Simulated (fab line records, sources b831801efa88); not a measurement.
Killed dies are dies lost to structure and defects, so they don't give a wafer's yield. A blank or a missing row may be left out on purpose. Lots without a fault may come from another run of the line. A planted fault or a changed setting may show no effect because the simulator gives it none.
Chamber matching | flow gf180mcu | GF_V5_CMP_04 on cmp-01: 4 sister chambers
The step polishes SiO2. 4 wafers are shown with their chamber, then 9 later ones without.

WAFERS WITH THEIR CHAMBER
wafer  | chamber | motor_current_A (A)
L468.2 | 1       | 12.0
L469.2 | 0       | 11.9
L469.4 | 3       | 12.6
L469.5 | 2       | 12.3

WAFERS WITHOUT THEIR CHAMBER
wafer  | motor_current_A (A)
L470.2 | 11.9
L470.4 | 11.6
L470.5 | 12.3
L473.1 | 12.7
L473.3 | 12.1
L473.4 | 11.8
L483.3 | 12.1
L483.5 | 13.2
L483.6 | 12.2

WHICH CHAMBER EACH WENT THROUGH
wafer  | from the rows above               | in truth
L470.2 | can't be placed: 0 or 1 or 2      | 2
L470.4 | can't be placed: 0 or 1 or 2      | 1
L470.5 | can't be placed: 2 or 3 or 1 or 0 | 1
L473.1 | can't be placed: 3 or 2           | 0
L473.3 | can't be placed: 1 or 0 or 2 or 3 | 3
L473.4 | can't be placed: 0 or 1 or 2      | 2
L483.3 | can't be placed: 1 or 0 or 2 or 3 | 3
L483.5 | can't be placed: 3 or 2           | 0
L483.6 | can't be placed: 2 or 1 or 0 or 3 | 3
Placed correctly: 0 of 9. Can't be placed from these rows: 9 (the true chamber is among the candidates in 7). Placed wrongly: 0.
How it was worked out, from the rows above alone: a wafer's distance from a chamber is the root of the sum, over the readings, of the square of ((its reading less the chamber's mean) divided by the reading's scatter). The wafer belongs to the nearest chamber; if the next one is less than 2 further off, it can't be placed. A chamber's mean is the mean of its shown wafers. The scatter: with one shown wafer a chamber, the root of the mean of the squares of how far each hidden wafer lies from its nearest shown one.
